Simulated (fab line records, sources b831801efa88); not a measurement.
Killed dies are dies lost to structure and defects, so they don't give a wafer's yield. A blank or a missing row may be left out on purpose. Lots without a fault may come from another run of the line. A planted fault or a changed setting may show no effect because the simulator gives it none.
fab line records | flow sky130
record lots=12 wafers=36 last_day=50
route steps=708 shown SONOS_ONO@185 SPACER@306 POLY_CUT@315 PAD_OPEN@708
lots that met no fault: from a run of the same line without faults
start_h: hours from the record's first day to the start of the lot's first wafer shown | wait_h: hours since the lot's step before | " the same as in the row above | L1.1+2: a row that stands for several wafers | - no value, or no start given | * or withheld: withheld | < > ~ a bound
route shown NAME@n: a module of which the file shows steps, and the number in the route of the first | usual: mean/standard deviation of fault-free wafers | same: alike in all rows | chamber/n: place in a boat | sites: the reading at each site | _std_site: their standard deviation | _edge_site: outer sites' mean less inner sites' | radius_mm: how far each site lies from the wafer's centre | mask NAME#n: copy n | behind: the tool/chamber that last shaped the wafer | hold: why the lot was held/for how many hours/how that ended | device: the transistor (n, p or np) that didn't switch | end of line: the same wafers' tests at the end of the route | a step without rows: its recipe alone | killed: dies lost to structure and defects at the first sort, not the wafer's yield | map: a wafer's dies, x killed, . not, _ none there
set.NAME: the setting as run; set.NAME@STEP: as run at that earlier step | model.NAME: the simulator's own value behind a step, which no gauge read
steps of the route over a sample of lots; a table a step, a row a wafer
services: from which hour (start_h, from the record's first day; less than 0 if before it) a tool's chamber was out of use, for how many hours, and why
## steps
# step SKY_SONOS_ONO_STRIP_17
# recipe chemistry=O2/N2 power_w=1400 pressure_mtorr=1500 platen_temp_c=withheld o2_flow_sccm=3000 n2_flow_sccm=300 overash_fraction=0.5
# usual drypump_motor_current_A=5.49/0.2 oes_product_au=0.709/0.0046 strip_time_to_endpoint_s=14.09/0.042
# columns lot.wafer tool chamber start_h wait_h drypump_motor_current_A oes_product_au rf_hours_counter_h strip_time_to_endpoint_s
L776.1 plasma_asher-04 0 284.05 0.0 5.71 0.705 57 14.14
L776.5 " 1 " " 5.38 0.705 - 14.14
L776.6 " 0 " " 5.70 0.709 - 14.11
L777.1 plasma_asher-01 1 284.26 0.0 5.22 0.708 58 14.07
L777.3 " 1 " " 5.23 0.701 - 14.11
L777.6 " 0 " " 5.47 0.710 - 14.11
L778.3 plasma_asher-01 0 294.53 0.0 5.51 0.715 - 14.12
L778.4 " 1 " " 5.24 0.713 - 14.13
L778.5 " 1 " " 5.16 0.702 - 14.11
L779.1 plasma_asher-04 0 299.37 0.0 5.70 0.710 59 14.09
L779.2 " 1 " " 5.41 0.716 59 14.09
L779.5 " 1 " " 5.40 0.705 - 14.05
L785.2 plasma_asher-04 0 348.42 0.0 5.69 0.705 63 14.10
L785.3 " 0 " " 5.70 0.708 - 14.13
L785.6 " 1 " " 5.38 0.708 - 14.09
L787.2 plasma_asher-01 0 368.37 0.0 5.48 0.715 66 14.07
L787.3 " 1 " " 5.24 0.709 - 14.05
L787.5 " 1 " " 5.22 0.712 - 14.07
L789.1 plasma_asher-04 0 378.70 0.0 5.69 0.710 66 14.12
L789.2 " 1 " " 5.35 0.718 66 14.03
L789.5 " 0 " " 5.69 0.698 - 14.11
L788.2 plasma_asher-01 0 391.26 0.0 5.49 0.717 69 14.11
L788.3 " 1 " " 5.24 0.707 - 14.14
L788.4 " 0 " " 5.46 0.713 - 14.14
L790.3 plasma_asher-04 0 397.19 0.0 5.69 0.716 - 14.05
L790.4 " 1 " " 5.38 0.715 - 14.04
L790.5 " 0 " " 5.72 0.715 - 14.05
L797.1 plasma_asher-04 0 458.74 0.0 5.70 0.711 74 13.96
L797.4 " 0 " " 5.71 0.716 - 13.99
L797.5 " 0 " " 5.71 0.700 - 14.01
L798.2 plasma_asher-01 0 463.48 0.0 5.48 0.706 3 14.03
L798.4 " 1 " " 5.26 0.706 - 14.07
L798.5 " 1 " " 5.25 0.713 - 14.08
L799.3 plasma_asher-01 0 479.18 0.0 5.49 0.703 - 14.07
L799.5 " 0 " " 5.46 0.711 - 14.01
L799.6 " 1 " " 5.21 0.714 - 14.09
# step SKY_SPACER_ETCHBACK_02
# recipe chemistry=CH3F/O2 target=Si3N4 stop_on=SiO2 source_w=400 bias_w=80 pressure_mtorr=25 ch3f_flow_sccm=40 O2_flow_sccm=30 time_s=46.7 target_depth_a=450
# usual O2_flow_sccm=30.01/0.095 bias_w=79.97/0.23 drypump_motor_current_A=5.5/0.44 oes_product_au=0.855/0.006 rf_fwd_power_W=395.4/1.4 throttle_valve_pct=10.563/0.0086
# columns lot.wafer tool chamber start_h wait_h O2_flow_sccm bias_w drypump_motor_current_A oes_product_au rf_fwd_power_W rf_hours_counter_h throttle_valve_pct
L777.1 rie_diel-03 2 529.27 0.1 29.85 80.47 5.2 0.846 395.1 67 10.560
L777.3 " 0 " " 29.99 80.15 5.2 0.857 394.8 14 10.561
L777.6 " 3 " " 29.93 79.84 5.3 0.852 397.3 - 10.553
L776.1 rie_diel-04 3 530.47 0.1 30.12 80.09 5.2 0.853 394.2 5 10.572
L776.5 " 3 " " 29.98 79.88 5.2 0.844 394.3 - 10.563
L776.6 " 2 " " 30.16 79.54 5.6 0.854 395.9 - 10.563
L778.3 rie_diel-03 2 543.42 0.0 30.07 80.08 5.1 0.866 396.2 68 10.553
L778.4 " 0 " " 29.96 80.25 5.2 0.849 397.0 - 10.571
L778.5 " 2 " " 30.07 79.86 5.1 0.863 395.9 - 10.567
L779.1 rie_diel-04 1 551.19 0.1 29.91 80.29 5.8 0.856 394.5 4 10.561
L779.2 " 2 " " 29.98 80.14 5.5 0.856 395.1 5 10.556
L779.5 " 1 " " 29.99 80.28 5.8 0.854 394.2 - 10.552
L785.2 rie_diel-01 3 605.77 0.0 29.96 79.99 5.6 0.863 396.5 4 10.574
L785.3 " 0 " " 30.00 79.74 5.9 0.855 396.0 37 10.563
L785.6 " 3 " " 29.97 79.70 5.6 0.855 397.5 - 10.562
L787.2 rie_diel-01 2 624.23 0.0 29.93 80.21 6.6 0.851 397.6 6 10.557
L787.3 " 1 " " 29.92 79.37 6.4 0.855 395.5 12 10.566
L787.5 " 3 " " 29.98 79.79 5.6 0.846 397.1 - 10.588
L789.1 rie_diel-04 2 634.79 0.1 - - - - - - -
L789.2 " 1 " " - - - - - - -
L789.5 " 0 " " - - - - - - -
L788.2 rie_diel-03 3 648.41 0.0 - - - - - - -
L788.3 " 1 " " - - - - - - -
L788.4 " 0 " " - - - - - - -
L790.3 rie_diel-03 2 650.46 0.0 - - - - - - -
L790.4 " 3 " " - - - - - - -
L790.5 " 1 " " - - - - - - -
L797.1 rie_diel-01 3 708.67 0.1 30.11 79.65 5.6 0.854 396.4 6 10.558
L797.4 " 2 " " 30.12 80.18 6.6 0.850 396.6 7 10.561
L797.5 " 0 " " 30.08 80.21 5.8 0.863 394.1 - 10.545
L798.2 rie_diel-03 3 715.38 0.0 30.18 79.93 5.3 0.845 394.4 20 10.556
L798.4 " 2 " " 30.02 80.26 5.1 0.845 397.0 2 10.570
L798.5 " 0 " " 29.96 79.89 5.2 0.846 396.9 - 10.572
L799.3 rie_diel-03 2 726.28 0.0 30.21 79.77 5.1 0.844 398.8 2 10.559
L799.5 " 2 " " 29.85 79.60 5.1 0.847 396.3 - 10.576
L799.6 " 3 " " 30.19 80.03 5.3 0.856 396.7 - 10.568
# step SKY_POLY_CUT_CD_MEAS_08
# recipe target_cd_nm=270
# usual cd_nm=269.8/1.4
# columns lot.wafer tool chamber start_h wait_h cd_nm
L777.1 cd_sem-01 - 560.10 - 270.1
L777.3 " - " " 270.2
L777.6 " - " " 269.8
L776.1 cd_sem-01 - 560.65 - 269.0
L776.5 " - " " 268.6
L776.6 " - " " 270.3
L778.3 cd_sem-02 - 574.09 - 267.4
L778.4 " - " " 266.8
L778.5 " - " " 269.2
L779.1 cd_sem-02 - 581.25 - 268.8
L779.2 " - " " 269.0
L779.5 " - " " 269.8
L785.2 cd_sem-01 - 635.52 - 266.9
L785.3 " - " " 267.9
L785.6 " - " " 268.5
L787.2 cd_sem-02 - 653.10 - 271.7
L787.3 " - " " 271.4
L787.5 " - " " 271.3
L797.1 cd_sem-02 - 736.15 - 269.0
L797.4 " - " " 270.4
L797.5 " - " " 271.4
L798.2 cd_sem-02 - 742.77 - 269.4
L798.4 " - " " 268.6
L798.5 " - " " 269.3
L799.3 cd_sem-02 - 753.69 - 271.2
L799.5 " - " " 273.1
L799.6 " - " " 272.3
# step SKY_POLY_CUT_ETCH_10
# recipe chemistry=N2/H2 target=BARC ion_energy_ev=200 source_w=500 bias_w=100 pressure_mtorr=30 n2_flow_sccm=100 h2_flow_sccm=200 stop_on=SiO2 time_s=45.9 target_depth_a=600
# usual drypump_motor_current_A=5.6/0.46 h2_flow_sccm=199.9/0.56 oes_product_au=0.855/0.0043 rf_fwd_power_W=494.2/2.2 throttle_valve_pct=13.224/0.0088
# columns lot.wafer tool chamber start_h wait_h drypump_motor_current_A h2_flow_sccm oes_product_au rf_fwd_power_W rf_hours_counter_h throttle_valve_pct
L777.1 rie_diel-01 1 560.26 0.0 6.3 199.8 0.858 491.7 11 13.224
L777.3 " 0 " " 5.9 198.8 0.850 495.1 36 13.222
L777.6 " 2 " " 6.7 199.0 0.855 495.8 - 13.230
L776.1 rie_diel-03 2 560.81 0.0 5.2 200.2 0.852 497.0 68 13.230
L776.5 " 1 " " 5.3 199.9 0.858 493.2 - 13.249
L776.6 " 0 " " 5.2 199.0 0.855 495.8 - 13.222
L778.3 rie_diel-01 2 574.21 0.0 6.6 201.0 0.851 496.4 5 13.232
L778.4 " 3 " " 5.6 199.1 0.854 494.9 3 13.219
L778.5 " 2 " " 6.6 200.0 0.854 496.9 - 13.220
L779.1 rie_diel-02 2 581.41 0.0 6.0 199.9 0.851 493.6 16 13.242
L779.2 " 3 " " 5.2 200.6 0.867 495.2 16 13.228
L779.5 " 1 " " 5.9 200.0 0.861 493.2 - 13.220
L785.2 rie_diel-02 1 635.66 0.0 6.0 201.0 0.858 493.5 9 13.208
L785.3 " 3 " " 5.1 199.5 0.853 490.0 17 13.228
L785.6 " 0 " " 5.9 199.6 0.858 493.9 - 13.223
L787.2 rie_diel-01 1 653.24 0.0 6.3 199.7 0.857 489.7 12 13.242
L787.3 " 0 " " 5.9 201.1 0.857 494.8 38 13.213
L787.5 " 0 " " 5.9 200.2 0.852 494.4 - 13.218
L797.1 rie_diel-02 0 736.31 0.0 5.9 199.9 0.854 495.9 19 13.237
L797.4 " 2 " " 5.9 200.7 0.856 495.9 20 13.227
L797.5 " 0 " " 6.0 200.2 0.857 495.3 - 13.235
L798.2 rie_diel-01 1 742.91 0.0 6.3 200.3 0.853 492.9 13 13.230
L798.4 " 0 " " 5.8 199.2 0.853 497.1 39 13.242
L798.5 " 1 " " 6.4 200.0 0.848 491.6 - 13.223
L799.3 rie_diel-02 0 753.81 0.0 6.0 200.4 0.856 494.3 19 13.238
L799.5 " 3 " " 5.1 199.5 0.857 490.1 - 13.237
L799.6 " 0 " " 6.0 200.2 0.856 491.4 - 13.218
# step SKY_PAD_OPEN_PROBE_99
# usual killed_at_M0_to_M3=44/6.9 killed_at_M4_up=3.2/1.8 killed_at_contacts=23/5.2 killed_at_front_end=15/4.5 killed_at_other=0.3/0.56 killed_dies=85/8.8 killed_on_rim=17/3.5 killed_open=47/6.7 killed_short=39/6.4
# same gross_dies=492 killed_at_back_side=0
# columns lot.wafer tool chamber start_h wait_h killed_at_M0_to_M3 killed_at_M4_up killed_at_contacts killed_at_front_end killed_at_other killed_dies killed_on_rim killed_open killed_short
L789.1 prober-02 - 1147.33 0.1 50 4 24 413 1 492 96 50 48
L789.2 prober-02 - 1147.38 0.1 46 6 18 420 2 492 96 47 38
L789.5 prober-02 - 1147.53 0.2 41 6 23 422 0 492 96 52 30
L788.2 prober-01 - 1154.62 0.1 45 5 21 420 1 492 96 53 36
L788.3 prober-01 - 1154.67 0.2 40 2 17 433 0 492 96 45 29
L788.4 prober-01 - 1154.72 0.2 44 8 21 419 0 492 96 45 46
L790.3 prober-02 - 1157.14 0.2 39 4 30 418 1 492 96 51 29
L790.4 prober-02 - 1157.19 0.2 45 3 23 421 0 492 96 47 38
L790.5 prober-02 - 1157.24 0.2 29 4 27 432 0 492 96 40 37
# killed by level:class
L789.1 SPACER:area_etchback=394 CONTACT:geometric_particle:open=9 VIA1:geometric_particle:open=7 VIA3:geometric_particle:open=7 VIA2:geometric_particle:open=6 METAL2:geometric_particle:short=6 METAL1:geometric_particle:short=6 METAL3:geometric_particle:short=6
L789.2 SPACER:area_etchback=407 VIA3:geometric_particle:open=11 VIA1:geometric_particle:open=8 LI_CONTACT:geometric_particle:open=6 VIA2:geometric_particle:open=6 METAL4:geometric_particle:short=5 FIELD_ISO:geometric_particle:short=4 POLY_GATE:geometric_particle:short=4
L789.5 SPACER:area_etchback=410 VIA2:geometric_particle:open=10 VIA3:geometric_particle:open=8 VIA1:geometric_particle:open=8 CONTACT:geometric_particle:short=7 CONTACT:geometric_particle:open=7 FIELD_ISO:geometric_particle:open=5 FIELD_ISO:geometric_particle:short=4
L788.2 SPACER:area_etchback=403 VIA1:geometric_particle:open=16 CONTACT:geometric_particle:open=9 VIA3:geometric_particle:open=7 VIA1:geometric_particle:short=6 LI_CONTACT:geometric_particle:open=5 METAL4:geometric_particle:short=5 FIELD_ISO:geometric_particle:short=4
L788.3 SPACER:area_etchback=418 LI_CONTACT:geometric_particle:open=9 VIA1:geometric_particle:open=9 VIA3:geometric_particle:open=8 VIA2:geometric_particle:open=6 POLY_GATE:geometric_particle:short=4 CONTACT:geometric_particle:open=4 VIA3:geometric_particle:short=4
L788.4 SPACER:area_etchback=401 VIA1:geometric_particle:open=11 CONTACT:geometric_particle:open=11 FIELD_ISO:geometric_particle:short=6 METAL4:geometric_particle:short=6 VIA2:geometric_particle:short=5 METAL2:geometric_particle:short=5 METAL3:geometric_particle:short=5
L790.3 SPACER:area_etchback=412 CONTACT:geometric_particle:open=14 VIA1:geometric_particle:open=9 VIA2:geometric_particle:open=9 LI_CONTACT:geometric_particle:open=8 VIA3:geometric_particle:open=6 CONTACT:geometric_particle:short=5 VIA1:geometric_particle:short=3
L790.4 SPACER:area_etchback=407 LI_CONTACT:geometric_particle:open=10 METAL1:geometric_particle:short=9 VIA1:geometric_particle:open=9 VIA2:geometric_particle:open=8 CONTACT:geometric_particle:open=7 VIA3:geometric_particle:open=6 FIELD_ISO:geometric_particle:short=5
L790.5 SPACER:area_etchback=415 CONTACT:geometric_particle:open=9 LI_CONTACT:geometric_particle:open=6 VIA1:geometric_particle:open=6 VIA2:geometric_particle:open=6 POLY_GATE:geometric_particle:short=5 CONTACT:geometric_particle:short=5 METAL1:geometric_particle:short=5
## services
# columns tool chamber start_h hours kind
plasma_asher-04 - 266.30 1.3 repair
rie_diel-03 2 338.32 15.3 repair
plasma_asher-04 - 368.22 2.8 pm
rie_diel-01 2 369.65 2.9 repair
rie_diel-01 0 396.84 3.8 repair
plasma_asher-01 - 421.25 9.0 pm
plasma_asher-01 - 429.01 2.8 repair
rie_diel-03 3 520.15 1.4 repair
rie_diel-01 - 528.44 2.8 pm
rie_diel-01 2 531.21 4.2 repair
rie_diel-03 3 597.84 7.2 repair
rie_diel-01 3 599.54 1.9 repair
rie_diel-03 1 636.96 4.5 repair
plasma_asher-01 - 640.96 1.7 repair
plasma_asher-01 - 664.20 0.3 repair
rie_diel-01 2 695.48 3.9 repair
rie_diel-03 - 703.14 2.8 pm
rie_diel-03 - 713.08 2.2 repair
rie_diel-03 - 716.20 1.1 repair
rie_diel-01 - 718.52 15.6 pm
rie_diel-01 - 739.92 0.7 repair
rie_diel-01 3 744.99 7.1 repair
rie_diel-01 2 747.37 3.7 repair
rie_diel-01 1 748.04 7.8 repair
## key
first_sign step=SKY_SPACER_ETCHBACK_02 reading=tool_record direction=missing
effect step=SKY_PAD_OPEN_PROBE_99 reading=killed_at_front_end direction=up sigmas=90 usual=15 struck=422
more_kills_born_at SKY_SPACER_ETCHBACK_02@rie_diel-03=2456 SKY_SPACER_ETCHBACK_02@rie_diel-04=1210
met_at SKY_SPACER_ETCHBACK_02
struck_lots L788,L789,L790
later_rows_left_out L788.2,L788.3,L788.4,L789.1,L789.2,L789.5,L790.3,L790.4,L790.5
tester_left_out L788,L789,L790
not_acting_at SKY_SONOS_ONO_STRIP_17,SKY_POLY_CUT_CD_MEAS_08,SKY_POLY_CUT_ETCH_10
onset_between 551.19 634.79
fault kind=skipped_step_whole tool=rie_diel-03,rie_diel-04 chamber=- onset_h=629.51 steps=SKY_SPACER_ETCHBACK_02 scope=struck_lots_only
# tester_left_out: of these lots the tester's yield and bins aren't shown, on N5 and GAA mostly nor the transistor test; their killed dies are dies lost to structure and defects alone, not to doping, threshold or leakage, so they don't give the yield
# later_rows_left_out: the simulator's readings of these wafers behind a module that went badly wrong aren't trusted and aren't shown, but for the sort
